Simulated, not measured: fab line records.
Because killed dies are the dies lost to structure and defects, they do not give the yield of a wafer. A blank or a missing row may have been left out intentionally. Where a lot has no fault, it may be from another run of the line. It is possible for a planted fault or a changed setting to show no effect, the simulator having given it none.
fab line records / flow sky130
record: lots: 5 wafers: 14 lastDay: 50
route steps=708 shown RES_PROTECT@209 POLY_GATE@213 PAD_OPEN@708
lots untouched by any fault: they come from a run of this same line in which no faults occurred
startH: hours from the record's opening day to when the first of the lot's shown wafers began / waitH: how many hours have passed since the lot's step before this one / " identical to the entry in the row above / L1.1+2: several wafers, shown together as one row / - value missing, or start not given / * or withheld: withheld / < > ~ a bound
route shown NAME@n: names a module that has steps shown in the file, with the first one's number in the route / usual: mean/standard deviation taken from wafers without a fault / same: alike in all rows / chamber/n: place in a boat / sites: per-site readings / _std_site: the standard deviation of these / _edge_site: inner sites' mean taken away from outer sites' mean / radiusMm: how far each site lies from the wafer's centre / mask NAME#n: copy n / behind: tool/chamber where the wafer was last shaped / hold: reason for holding the lot/hours on hold/outcome of the hold / device: which transistor (n, p or np) failed to switch / end of line: at the end of the route, the tests of the same wafers / step lacking rows: just its recipe / killed: dies lost to structure and defects at the first sort, not the wafer's yield / map: a wafer's dies, x killed, . not, _ none there
set.NAME: setting as actually run; set.NAME@STEP: the setting as run at that earlier step / model.NAME: the simulator's own value behind a step, which no gauge read
a table for each step, a row for each wafer; lots at some steps of the route
services: a tool's chamber out of use, with start hour (startH, from the record's first day; less than 0 if before it), hours out, and reason
== steps ==
step: SKY_RES_PROTECT_SOFTBAKE_03
recipe: tempC: 90 timeS: 60 resist: NOVOLAK
step: SKY_RES_PROTECT_EXPOSE_04
recipe: maskId: RPM na: 0.6 sourceShape: conventional sigmaOuter: 0.6 polarization: unpolarized targetCdNm: 1270 doseMj: 131
step: SKY_RES_PROTECT_PEB_05
recipe: tempC: withheld timeS: * resist: NOVOLAK
step: SKY_RES_PROTECT_DEVELOP_06
recipe: resist: NOVOLAK developer: TMAH developTimeS: 60 devTempC: 23
step: SKY_POLY_GATE_IMPLANT_02
recipe: species: P energyKev: 30 doseCm2: 7.7e+15 tiltDeg: 0
step: SKY_RES_PROTECT_STRIP_07
recipe: chemistry: O2/N2 powerW: 1400 pressureMtorr: 1500 platenTempC: withheld o2FlowSccm: 3000 n2FlowSccm: 300 overashFraction: 0.5
usual: drypumpMotorCurrentA: 5.68/0.26 oesProductAu: 0.518/0.0047 stripTimeToEndpointS: 23.31/0.044
lot.wafer=L294.4 tool=plasmaAsher-01 chamber=1 startH=348.31 waitH=0.1 drypumpMotorCurrentA=5.85 oesProductAu=0.523 rfHoursCounterH=- stripTimeToEndpointS=23.29
lot.wafer=L294.5 tool=plasmaAsher-01 chamber=1 startH=348.31 waitH=0.1 drypumpMotorCurrentA=5.83 oesProductAu=0.523 rfHoursCounterH=- stripTimeToEndpointS=23.27
lot.wafer=L294.6 tool=plasmaAsher-01 chamber=0 startH=348.31 waitH=0.1 drypumpMotorCurrentA=5.34 oesProductAu=0.516 rfHoursCounterH=- stripTimeToEndpointS=23.30
lot.wafer=L295.1 tool=plasmaAsher-02 chamber=1 startH=353.38 waitH=0.1 drypumpMotorCurrentA=5.34 oesProductAu=0.515 rfHoursCounterH=65 stripTimeToEndpointS=23.32
lot.wafer=L295.3 tool=plasmaAsher-02 chamber=0 startH=353.38 waitH=0.1 drypumpMotorCurrentA=6.07 oesProductAu=0.519 rfHoursCounterH=- stripTimeToEndpointS=23.37
lot.wafer=L295.6 tool=plasmaAsher-02 chamber=0 startH=353.38 waitH=0.1 drypumpMotorCurrentA=6.02 oesProductAu=0.507 rfHoursCounterH=- stripTimeToEndpointS=23.29
lot.wafer=L307.1 tool=plasmaAsher-01 chamber=0 startH=459.08 waitH=0.1 drypumpMotorCurrentA=5.33 oesProductAu=0.522 rfHoursCounterH=3 stripTimeToEndpointS=23.28
lot.wafer=L307.3 tool=plasmaAsher-01 chamber=0 startH=459.08 waitH=0.1 drypumpMotorCurrentA=5.34 oesProductAu=0.520 rfHoursCounterH=- stripTimeToEndpointS=23.29
lot.wafer=L307.6 tool=plasmaAsher-01 chamber=1 startH=459.08 waitH=0.1 drypumpMotorCurrentA=5.83 oesProductAu=0.517 rfHoursCounterH=- stripTimeToEndpointS=23.25
lot.wafer=L313.3 tool=plasmaAsher-02 chamber=1 startH=507.70 waitH=0.1 drypumpMotorCurrentA=5.34 oesProductAu=0.521 rfHoursCounterH=- stripTimeToEndpointS=23.29
lot.wafer=L313.4 tool=plasmaAsher-02 chamber=0 startH=507.70 waitH=0.1 drypumpMotorCurrentA=6.03 oesProductAu=0.523 rfHoursCounterH=- stripTimeToEndpointS=23.30
lot.wafer=L315.1 tool=plasmaAsher-01 chamber=1 startH=521.33 waitH=0.1 drypumpMotorCurrentA=5.82 oesProductAu=0.524 rfHoursCounterH=9 stripTimeToEndpointS=23.25
lot.wafer=L315.2 tool=plasmaAsher-01 chamber=0 startH=521.33 waitH=0.1 drypumpMotorCurrentA=5.33 oesProductAu=0.516 rfHoursCounterH=9 stripTimeToEndpointS=23.23
lot.wafer=L315.6 tool=plasmaAsher-01 chamber=0 startH=521.33 waitH=0.1 drypumpMotorCurrentA=5.34 oesProductAu=0.515 rfHoursCounterH=- stripTimeToEndpointS=23.22
step: SKY_RES_PROTECT_TW_MEAS_08
usual: POLY_GATE_TW: 4026/21
lot.wafer=L294.4 tool=filmMetro-02 chamber=- startH=348.41 waitH=0.1 POLY_GATE_TW=4012
lot.wafer=L294.5 tool=filmMetro-02 chamber=- startH=348.41 waitH=0.1 POLY_GATE_TW=4013
lot.wafer=L294.6 tool=filmMetro-02 chamber=- startH=348.41 waitH=0.1 POLY_GATE_TW=3993
lot.wafer=L295.1 tool=filmMetro-04 chamber=- startH=353.48 waitH=0.1 POLY_GATE_TW=4044
lot.wafer=L295.3 tool=filmMetro-04 chamber=- startH=353.48 waitH=0.1 POLY_GATE_TW=4071
lot.wafer=L295.6 tool=filmMetro-04 chamber=- startH=353.48 waitH=0.1 POLY_GATE_TW=4017
lot.wafer=L307.1 tool=filmMetro-01 chamber=- startH=459.18 waitH=0.1 POLY_GATE_TW=4040
lot.wafer=L307.3 tool=filmMetro-01 chamber=- startH=459.18 waitH=0.1 POLY_GATE_TW=4061
lot.wafer=L307.6 tool=filmMetro-01 chamber=- startH=459.18 waitH=0.1 POLY_GATE_TW=4060
lot.wafer=L313.3 tool=filmMetro-04 chamber=- startH=507.78 waitH=0.1 POLY_GATE_TW=4065
lot.wafer=L313.4 tool=filmMetro-04 chamber=- startH=507.78 waitH=0.1 POLY_GATE_TW=4046
lot.wafer=L315.1 tool=filmMetro-01 chamber=- startH=521.43 waitH=0.1 POLY_GATE_TW=4041
lot.wafer=L315.2 tool=filmMetro-01 chamber=- startH=521.43 waitH=0.1 POLY_GATE_TW=4032
lot.wafer=L315.6 tool=filmMetro-01 chamber=- startH=521.43 waitH=0.1 POLY_GATE_TW=4035
step: SKY_RES_PROTECT_CLEAN_09
recipe: chemistry: SC1/SC2 mix: 1:4:20 tempC: 70 timeS: 150 dry: n2Spin
step: SKY_POLY_GATE_CVD_03
recipe: material: Si3N4 precursor: DCS/NH3 targetThkNm: 75 tempC: 770 timeS: 1290 pressureMtorr: 250
step: SKY_POLY_GATE_THK_MEAS_04
recipe: reads: Si3N4_of_POLY_GATE_CVD_03
usual: POLY_GATE_CVD_03_THK: 75.8/0.73
lot.wafer=L294.4 tool=filmMetro-03 chamber=- startH=351.22 waitH=0.0 POLY_GATE_CVD_03_THK[nm]=75.6
lot.wafer=L294.5 tool=filmMetro-03 chamber=- startH=351.22 waitH=0.0 POLY_GATE_CVD_03_THK[nm]=76.0
lot.wafer=L294.6 tool=filmMetro-03 chamber=- startH=351.22 waitH=0.0 POLY_GATE_CVD_03_THK[nm]=75.9
lot.wafer=L295.1 tool=filmMetro-02 chamber=- startH=354.95 waitH=0.0 POLY_GATE_CVD_03_THK[nm]=76.4
lot.wafer=L295.3 tool=filmMetro-02 chamber=- startH=354.95 waitH=0.0 POLY_GATE_CVD_03_THK[nm]=76.2
lot.wafer=L295.6 tool=filmMetro-02 chamber=- startH=354.95 waitH=0.0 POLY_GATE_CVD_03_THK[nm]=75.8
lot.wafer=L307.1 tool=filmMetro-04 chamber=- startH=462.31 waitH=0.0 POLY_GATE_CVD_03_THK[nm]=76.1
lot.wafer=L307.3 tool=filmMetro-04 chamber=- startH=462.31 waitH=0.0 POLY_GATE_CVD_03_THK[nm]=75.1
lot.wafer=L307.6 tool=filmMetro-04 chamber=- startH=462.31 waitH=0.0 POLY_GATE_CVD_03_THK[nm]=75.6
lot.wafer=L313.3 tool=filmMetro-02 chamber=- startH=509.26 waitH=0.0 POLY_GATE_CVD_03_THK[nm]=76.0
lot.wafer=L313.4 tool=filmMetro-02 chamber=- startH=509.26 waitH=0.0 POLY_GATE_CVD_03_THK[nm]=76.0
lot.wafer=L315.1 tool=filmMetro-02 chamber=- startH=522.89 waitH=0.0 POLY_GATE_CVD_03_THK[nm]=75.7
lot.wafer=L315.2 tool=filmMetro-02 chamber=- startH=522.89 waitH=0.0 POLY_GATE_CVD_03_THK[nm]=75.2
lot.wafer=L315.6 tool=filmMetro-02 chamber=- startH=522.89 waitH=0.0 POLY_GATE_CVD_03_THK[nm]=75.5
step: SKY_POLY_GATE_DEHYDRATE_05
recipe: tempC: 200 timeS: 60
step: SKY_POLY_GATE_HMDS_06
recipe: primeTimeS: 60 primeTempC: 120
step: SKY_POLY_GATE_COAT_07
recipe: resist: BARC tempC: withheld timeS: withheld spinRpm: 3000 resistThkNm: 110
lot.wafer=L294.4 tool=lithoTrack-04 chamber=0 startH=365.45 waitH=0.1 model.BARC_of_POLY_GATE_COAT_07.thkNm=109.9
lot.wafer=L294.5 tool=lithoTrack-04 chamber=0 startH=365.45 waitH=0.1 model.BARC_of_POLY_GATE_COAT_07.thkNm=110.1
lot.wafer=L294.6 tool=lithoTrack-04 chamber=0 startH=365.45 waitH=0.1 model.BARC_of_POLY_GATE_COAT_07.thkNm=110
lot.wafer=L295.1 tool=lithoTrack-01 chamber=0 startH=368.40 waitH=0.1 model.BARC_of_POLY_GATE_COAT_07.thkNm=110
lot.wafer=L295.3 tool=lithoTrack-01 chamber=0 startH=368.40 waitH=0.1 model.BARC_of_POLY_GATE_COAT_07.thkNm=109.4
lot.wafer=L295.6 tool=lithoTrack-01 chamber=0 startH=368.40 waitH=0.1 model.BARC_of_POLY_GATE_COAT_07.thkNm=109.8
lot.wafer=L307.1 tool=lithoTrack-02 chamber=0 startH=477.01 waitH=0.1 model.BARC_of_POLY_GATE_COAT_07.thkNm=110.1
lot.wafer=L307.3+6 tool=lithoTrack-02 chamber=0 startH=477.01 waitH=0.1 model.BARC_of_POLY_GATE_COAT_07.thkNm=110.3
lot.wafer=L313.3 tool=lithoTrack-01 chamber=0 startH=524.10 waitH=0.1 model.BARC_of_POLY_GATE_COAT_07.thkNm=116
lot.wafer=L313.4 tool=lithoTrack-01 chamber=0 startH=524.10 waitH=0.1 model.BARC_of_POLY_GATE_COAT_07.thkNm=115.8
lot.wafer=L315.1+2 tool=lithoTrack-04 chamber=0 startH=537.28 waitH=0.1 model.BARC_of_POLY_GATE_COAT_07.thkNm=109.6
lot.wafer=L315.6 tool=lithoTrack-04 chamber=0 startH=537.28 waitH=0.1 model.BARC_of_POLY_GATE_COAT_07.thkNm=109.3
step: SKY_POLY_GATE_COAT_08
recipe: resist: KrF-thick spinRpm: 3000 resistThkNm: 450
step: SKY_POLY_GATE_SOFTBAKE_09
recipe: tempC: 100 timeS: 90 resist: KrF-thick
step: SKY_POLY_GATE_EXPOSE_10
recipe: maskId: P1M na: 0.68 sourceShape: conventional sigmaOuter: 0.6 targetCdNm: 150 doseMj: 28
step: SKY_POLY_GATE_PEB_11
recipe: pebTempC: withheld pebTimeS: withheld resist: KrF-thick
step: SKY_POLY_GATE_DEVELOP_12
recipe: developTimeS: 60 resist: KrF-thick devTempC: 21
step: SKY_POLY_GATE_CD_MEAS_13
recipe: targetCdNm: 150
usual: cdNm: 149.7/1.7
lot.wafer=L294.4 tool=cdSem-02 chamber=- startH=379.56 waitH=- cdNm=149.7
lot.wafer=L294.5 tool=cdSem-02 chamber=- startH=379.56 waitH=- cdNm=149.9
lot.wafer=L294.6 tool=cdSem-02 chamber=- startH=379.56 waitH=- cdNm=149.7
lot.wafer=L295.1 tool=cdSem-02 chamber=- startH=382.96 waitH=- cdNm=151.7
lot.wafer=L295.3 tool=cdSem-02 chamber=- startH=382.96 waitH=- cdNm=150.8
lot.wafer=L295.6 tool=cdSem-02 chamber=- startH=382.96 waitH=- cdNm=153.0
lot.wafer=L307.1 tool=cdSem-01 chamber=- startH=493.30 waitH=- cdNm=151.0
lot.wafer=L307.3 tool=cdSem-01 chamber=- startH=493.30 waitH=- cdNm=151.0
lot.wafer=L307.6 tool=cdSem-01 chamber=- startH=493.30 waitH=- cdNm=151.4
lot.wafer=L313.3 tool=cdSem-02 chamber=- startH=538.84 waitH=- cdNm=150.1
lot.wafer=L313.4 tool=cdSem-02 chamber=- startH=538.84 waitH=- cdNm=150.9
lot.wafer=L315.1 tool=cdSem-02 chamber=- startH=552.65 waitH=- cdNm=150.1
lot.wafer=L315.2 tool=cdSem-02 chamber=- startH=552.65 waitH=- cdNm=150.5
lot.wafer=L315.6 tool=cdSem-02 chamber=- startH=552.65 waitH=- cdNm=150.7
step: SKY_POLY_GATE_OVL_MEAS_14
usual: POLY_GATE_OVL: 2/5.8
lot.wafer=L294.4 tool=overlay-02 chamber=- startH=379.64 waitH=0.1 POLY_GATE_OVL[nm]=1
lot.wafer=L294.5 tool=overlay-02 chamber=- startH=379.64 waitH=0.1 POLY_GATE_OVL[nm]=7
lot.wafer=L294.6 tool=overlay-02 chamber=- startH=379.64 waitH=0.1 POLY_GATE_OVL[nm]=7
lot.wafer=L295.1 tool=overlay-01 chamber=- startH=383.08 waitH=0.1 POLY_GATE_OVL[nm]=-5
lot.wafer=L295.3 tool=overlay-01 chamber=- startH=383.08 waitH=0.1 POLY_GATE_OVL[nm]=-1
lot.wafer=L295.6 tool=overlay-01 chamber=- startH=383.08 waitH=0.1 POLY_GATE_OVL[nm]=-2
lot.wafer=L307.1 tool=overlay-01 chamber=- startH=493.42 waitH=0.1 POLY_GATE_OVL[nm]=-5
lot.wafer=L307.3 tool=overlay-01 chamber=- startH=493.42 waitH=0.1 POLY_GATE_OVL[nm]=-5
lot.wafer=L307.6 tool=overlay-01 chamber=- startH=493.42 waitH=0.1 POLY_GATE_OVL[nm]=-8
lot.wafer=L313.3 tool=overlay-02 chamber=- startH=538.93 waitH=0.1 POLY_GATE_OVL[nm]=1
lot.wafer=L313.4 tool=overlay-02 chamber=- startH=538.93 waitH=0.1 POLY_GATE_OVL[nm]=10
lot.wafer=L315.1 tool=overlay-02 chamber=- startH=552.77 waitH=0.1 POLY_GATE_OVL[nm]=2
lot.wafer=L315.2 tool=overlay-02 chamber=- startH=552.77 waitH=0.1 POLY_GATE_OVL[nm]=2
lot.wafer=L315.6 tool=overlay-02 chamber=- startH=552.77 waitH=0.1 POLY_GATE_OVL[nm]=4
step: SKY_POLY_GATE_ETCH_15
recipe: chemistry: N2/H2 target: BARC ionEnergyEv: 200 sourceW: 500 biasW: 100 pressureMtorr: 30 n2FlowSccm: 100 h2FlowSccm: 200 stopOn: SiO2 timeS: 118.5 targetDepthA: 1100
usual: drypumpMotorCurrentA: 5.8/0.35 oesProductAu: 0.716/0.0047 throttleValvePct: 13.213/0.009
lot.wafer=L294.4 tool=rieDiel-03 chamber=3 startH=379.66 waitH=0.0 drypumpMotorCurrentA=6.2 oesProductAu=0.712 rfHoursCounterH=12 throttleValvePct=13.214 model.etch.depthNm=109.9
lot.wafer=L294.5 tool=rieDiel-03 chamber=0 startH=379.66 waitH=0.0 drypumpMotorCurrentA=5.2 oesProductAu=0.725 rfHoursCounterH=- throttleValvePct=13.202 model.etch.depthNm=110.1
lot.wafer=L294.6 tool=rieDiel-03 chamber=3 startH=379.66 waitH=0.0 drypumpMotorCurrentA=6.2 oesProductAu=0.718 rfHoursCounterH=- throttleValvePct=13.212 model.etch.depthNm=110
lot.wafer=L295.1 tool=rieDiel-04 chamber=2 startH=383.12 waitH=0.0 drypumpMotorCurrentA=5.4 oesProductAu=0.721 rfHoursCounterH=7 throttleValvePct=13.217 model.etch.depthNm=110
lot.wafer=L295.3 tool=rieDiel-04 chamber=3 startH=383.12 waitH=0.0 drypumpMotorCurrentA=6.3 oesProductAu=0.720 rfHoursCounterH=2 throttleValvePct=13.215 model.etch.depthNm=109.4
lot.wafer=L295.6 tool=rieDiel-04 chamber=1 startH=383.12 waitH=0.0 drypumpMotorCurrentA=6.1 oesProductAu=0.721 rfHoursCounterH=- throttleValvePct=13.227 model.etch.depthNm=109.8
lot.wafer=L307.1 tool=rieDiel-03 chamber=3 startH=493.46 waitH=0.0 drypumpMotorCurrentA=6.2 oesProductAu=0.717 rfHoursCounterH=14 throttleValvePct=13.207 model.etch.depthNm=110.1
lot.wafer=L307.3 tool=rieDiel-03 chamber=2 startH=493.46 waitH=0.0 drypumpMotorCurrentA=6.3 oesProductAu=0.712 rfHoursCounterH=6 throttleValvePct=13.218 model.etch.depthNm=110.3
lot.wafer=L307.6 tool=rieDiel-03 chamber=2 startH=493.46 waitH=0.0 drypumpMotorCurrentA=6.2 oesProductAu=0.714 rfHoursCounterH=- throttleValvePct=13.215 model.etch.depthNm=110.3
lot.wafer=L313.3 tool=rieDiel-01 chamber=3 startH=538.96 waitH=0.0 drypumpMotorCurrentA=5.8 oesProductAu=0.736 rfHoursCounterH=6 throttleValvePct=13.230 model.etch.depthNm=116
lot.wafer=L313.4 tool=rieDiel-01 chamber=2 startH=538.96 waitH=0.0 drypumpMotorCurrentA=5.8 oesProductAu=0.738 rfHoursCounterH=15 throttleValvePct=13.208 model.etch.depthNm=115.8
lot.wafer=L315.1 tool=rieDiel-04 chamber=2 startH=552.81 waitH=0.0 drypumpMotorCurrentA=5.4 oesProductAu=0.706 rfHoursCounterH=10 throttleValvePct=13.217 model.etch.depthNm=109.6
lot.wafer=L315.2 tool=rieDiel-04 chamber=3 startH=552.81 waitH=0.0 drypumpMotorCurrentA=6.3 oesProductAu=0.711 rfHoursCounterH=5 throttleValvePct=13.214 model.etch.depthNm=109.6
lot.wafer=L315.6 tool=rieDiel-04 chamber=1 startH=552.81 waitH=0.0 drypumpMotorCurrentA=6.1 oesProductAu=0.711 rfHoursCounterH=- throttleValvePct=13.232 model.etch.depthNm=109.3
step: SKY_POLY_GATE_ETCH_16
recipe: stopOn: poly-Si chemistry: CH3F/O2 target: Si3N4 sourceW: 400 biasW: 80 pressureMtorr: 25 ch3fFlowSccm: 40 O2_flow_sccm: 30 timeS: 147.5 targetDepthA: 750
usual: ch3fFlowSccm: 40.00/0.12 drypumpMotorCurrentA: 5.8/0.35 oesProductAu: 0.643/0.005 throttleValvePct: 10.535/0.0087
lot.wafer=L294.4 tool=rieDiel-03 chamber=3 startH=379.74 waitH=0.0 ch3fFlowSccm=39.86 drypumpMotorCurrentA=6.2 oesProductAu=0.648 rfHoursCounterH=12 throttleValvePct=10.528
lot.wafer=L294.5 tool=rieDiel-03 chamber=0 startH=379.74 waitH=0.0 ch3fFlowSccm=39.93 drypumpMotorCurrentA=5.2 oesProductAu=0.645 rfHoursCounterH=- throttleValvePct=10.531
lot.wafer=L294.6 tool=rieDiel-03 chamber=3 startH=379.74 waitH=0.0 ch3fFlowSccm=40.02 drypumpMotorCurrentA=6.2 oesProductAu=0.644 rfHoursCounterH=- throttleValvePct=10.536
lot.wafer=L295.1 tool=rieDiel-04 chamber=2 startH=383.20 waitH=0.0 ch3fFlowSccm=40.10 drypumpMotorCurrentA=5.4 oesProductAu=0.642 rfHoursCounterH=7 throttleValvePct=10.521
lot.wafer=L295.3 tool=rieDiel-04 chamber=3 startH=383.20 waitH=0.0 ch3fFlowSccm=39.96 drypumpMotorCurrentA=6.3 oesProductAu=0.649 rfHoursCounterH=2 throttleValvePct=10.556
lot.wafer=L295.6 tool=rieDiel-04 chamber=1 startH=383.20 waitH=0.0 ch3fFlowSccm=40.06 drypumpMotorCurrentA=6.1 oesProductAu=0.640 rfHoursCounterH=- throttleValvePct=10.533
lot.wafer=L307.1 tool=rieDiel-03 chamber=3 startH=493.54 waitH=0.0 ch3fFlowSccm=40.10 drypumpMotorCurrentA=6.2 oesProductAu=0.648 rfHoursCounterH=14 throttleValvePct=10.531
lot.wafer=L307.3 tool=rieDiel-03 chamber=2 startH=493.54 waitH=0.0 ch3fFlowSccm=39.96 drypumpMotorCurrentA=6.2 oesProductAu=0.642 rfHoursCounterH=6 throttleValvePct=10.531
lot.wafer=L307.6 tool=rieDiel-03 chamber=2 startH=493.54 waitH=0.0 ch3fFlowSccm=39.91 drypumpMotorCurrentA=6.2 oesProductAu=0.641 rfHoursCounterH=- throttleValvePct=10.537
lot.wafer=L313.3 tool=rieDiel-01 chamber=3 startH=539.04 waitH=0.0 ch3fFlowSccm=40.15 drypumpMotorCurrentA=5.8 oesProductAu=0.644 rfHoursCounterH=6 throttleValvePct=10.541
lot.wafer=L313.4 tool=rieDiel-01 chamber=2 startH=539.04 waitH=0.0 ch3fFlowSccm=40.08 drypumpMotorCurrentA=5.9 oesProductAu=0.648 rfHoursCounterH=15 throttleValvePct=10.532
lot.wafer=L315.1 tool=rieDiel-04 chamber=2 startH=552.89 waitH=0.0 ch3fFlowSccm=39.91 drypumpMotorCurrentA=5.4 oesProductAu=0.641 rfHoursCounterH=10 throttleValvePct=10.549
lot.wafer=L315.2 tool=rieDiel-04 chamber=3 startH=552.89 waitH=0.0 ch3fFlowSccm=39.92 drypumpMotorCurrentA=6.3 oesProductAu=0.644 rfHoursCounterH=5 throttleValvePct=10.533
lot.wafer=L315.6 tool=rieDiel-04 chamber=1 startH=552.89 waitH=0.0 ch3fFlowSccm=40.10 drypumpMotorCurrentA=6.0 oesProductAu=0.644 rfHoursCounterH=- throttleValvePct=10.523
step: SKY_PAD_OPEN_PROBE_99
usual: killed_at_M0_to_M3: 44/6.9 killed_at_M4_up: 3.3/2.1 killedAtContacts: 24/4.8 killedAtFrontEnd: 15/4.4 killedAtOther: 0.2/0.48 killedDies: 87/9.5 killedOpen: 48/6.5 killedShort: 39/6.3
same: grossDies: 492 killedAtBackSide: 0
lot.wafer=L295.1 tool=prober-02 chamber=- startH=1086.03 waitH=0.1 killed_at_M0_to_M3=33 killed_at_M4_up=1 killedAtContacts=24 killedAtFrontEnd=14 killedAtOther=0 killedDies=72 killedOpen=41 killedShort=31
lot.wafer=L295.3 tool=prober-02 chamber=- startH=1086.13 waitH=0.2 killed_at_M0_to_M3=42 killed_at_M4_up=2 killedAtContacts=26 killedAtFrontEnd=11 killedAtOther=0 killedDies=81 killedOpen=46 killedShort=35
lot.wafer=L295.6 tool=prober-02 chamber=- startH=1086.28 waitH=0.2 killed_at_M0_to_M3=42 killed_at_M4_up=3 killedAtContacts=23 killedAtFrontEnd=14 killedAtOther=0 killedDies=82 killedOpen=31 killedShort=50
lot.wafer=L307.1 tool=prober-01 chamber=- startH=1155.16 waitH=0.1 killed_at_M0_to_M3=40 killed_at_M4_up=1 killedAtContacts=20 killedAtFrontEnd=7 killedAtOther=1 killedDies=69 killedOpen=39 killedShort=30
lot.wafer=L307.3 tool=prober-01 chamber=- startH=1155.26 waitH=0.2 killed_at_M0_to_M3=53 killed_at_M4_up=6 killedAtContacts=22 killedAtFrontEnd=10 killedAtOther=0 killedDies=91 killedOpen=46 killedShort=45
lot.wafer=L307.6 tool=prober-01 chamber=- startH=1155.41 waitH=0.2 killed_at_M0_to_M3=44 killed_at_M4_up=0 killedAtContacts=18 killedAtFrontEnd=14 killedAtOther=2 killedDies=78 killedOpen=42 killedShort=36
killed by level:class
L295.1 CONTACT:geometricParticle:open=12 VIA2:geometricParticle:open=6 METAL2:geometricParticle:short=6 VIA3:geometricParticle:open=6 CONTACT:geometricParticle:short=5 VIA1:geometricParticle:open=5 POLY_GATE:geometricParticle:short=4 LI_CONTACT:geometricParticle:open=3
L295.3 VIA2:geometricParticle:open=10 LOCAL_INTERCONNECT:geometricParticle:short=8 CONTACT:geometricParticle:open=8 VIA3:geometricParticle:open=8 VIA1:geometricParticle:open=6 LI_CONTACT:geometricParticle:open=5 VIA1:geometricParticle:short=5 FIELD_ISO:geometricParticle:open=4
L295.6 VIA1:geometricParticle:short=10 CONTACT:geometricParticle:open=8 FIELD_ISO:geometricParticle:short=7 LI_CONTACT:geometricParticle:open=5 LOCAL_INTERCONNECT:geometricParticle:short=5 VIA2:geometricParticle:open=5 VIA2:geometricParticle:short=5 METAL3:geometricParticle:short=5
L307.1 VIA1:geometricParticle:open=12 VIA3:geometricParticle:open=8 LOCAL_INTERCONNECT:geometricParticle:short=6 VIA2:geometricParticle:open=6 CONTACT:geometricParticle:short=5 CONTACT:geometricParticle:open=5 LI_CONTACT:geometricParticle:open=4 METAL1:geometricParticle:short=3
L307.3 VIA1:geometricParticle:open=12 VIA3:geometricParticle:open=8 METAL1:geometricParticle:short=7 VIA2:geometricParticle:open=7 CONTACT:geometricParticle:open=7 VIA1:geometricParticle:short=7 CONTACT:geometricParticle:short=6 LOCAL_INTERCONNECT:geometricParticle:short=5
L307.6 VIA2:geometricParticle:open=10 CONTACT:geometricParticle:open=7 METAL2:geometricParticle:short=7 METAL1:geometricParticle:short=6 VIA1:geometricParticle:open=5 VIA3:geometricParticle:open=5 FIELD_ISO:geometricParticle:open=4 LOCAL_INTERCONNECT:geometricParticle:short=4
== services ==
tool=rieDiel-03 chamber=0 startH=324.88 hours=6.0 kind=repair
tool=rieDiel-03 chamber=- startH=327.65 hours=2.3 kind=repair
tool=rieDiel-01 chamber=3 startH=328.86 hours=8.3 kind=repair
tool=plasmaAsher-02 chamber=- startH=338.54 hours=4.0 kind=pm
tool=plasmaAsher-02 chamber=- startH=350.29 hours=2.8 kind=pm
tool=rieDiel-04 chamber=- startH=353.73 hours=15.6 kind=pm
tool=rieDiel-03 chamber=2 startH=359.04 hours=6.0 kind=repair
tool=plasmaAsher-01 chamber=- startH=421.25 hours=9.0 kind=pm
tool=plasmaAsher-01 chamber=0 startH=421.25 hours=9.0 kind=ventCycle
tool=plasmaAsher-01 chamber=1 startH=421.25 hours=9.0 kind=ventCycle
tool=plasmaAsher-01 chamber=0 startH=430.25 hours=- kind=clean
tool=plasmaAsher-01 chamber=1 startH=430.25 hours=- kind=clean
tool=rieDiel-01 chamber=2 startH=440.81 hours=7.2 kind=repair
tool=rieDiel-03 chamber=- startH=452.73 hours=28.1 kind=pm
tool=rieDiel-01 chamber=2 startH=452.91 hours=6.2 kind=repair
tool=rieDiel-01 chamber=0 startH=464.20 hours=2.3 kind=repair
tool=rieDiel-01 chamber=2 startH=476.11 hours=5.0 kind=repair
tool=rieDiel-01 chamber=1 startH=502.12 hours=6.7 kind=repair
tool=rieDiel-03 chamber=0 startH=509.10 hours=6.4 kind=repair
tool=rieDiel-03 chamber=0 startH=520.96 hours=- kind=clean
tool=rieDiel-03 chamber=0 startH=520.96 hours=26.2 kind=scheduledDown
tool=rieDiel-03 chamber=0 startH=520.96 hours=26.2 kind=ventCycle
tool=plasmaAsher-02 chamber=- startH=534.43 hours=1.9 kind=repair
tool=rieDiel-03 chamber=3 startH=552.55 hours=4.1 kind=repair
== key ==
firstSign: step: SKY_POLY_GATE_ETCH_15 reading: oesProductAu direction: up sigmas: 4.5 usual: 0.716 struck: 0.737
effect none on later readings
modelEffect: step: SKY_POLY_GATE_COAT_07 value: BARC_of_POLY_GATE_COAT_07.thkNm without: 109.9 struck: 115.9
modelEffect: step: SKY_POLY_GATE_ETCH_15 value: etch.depthNm without: 109.9 struck: 115.9
metAt SKY_POLY_GATE_COAT_07
struckWafers L313.3,L313.4
testerLeftOut L313
onsetBetween 368.40 524.10
alsoFits SKY_RES_PROTECT_STRIP_07:plasmaAsher-02,SKY_POLY_GATE_ETCH_15:rieDiel-01
fault: kind: processParameterDrift tool: lithoTrack-01 chamber: - onsetH: 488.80 steps: SKY_POLY_GATE_COAT_07 channel: resistThkNm offset: 6.0185 shape: step endH: 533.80 scope: struckWafersOnly actsIn: theseRecipesOnly stated: 110
testerLeftOut: of these lots the tester's yield and bins aren't shown, on N5 and GAA mostly nor the transistor test; their killed dies are dies lost to structure and defects alone, not to doping, threshold or leakage, so they don't give the yield
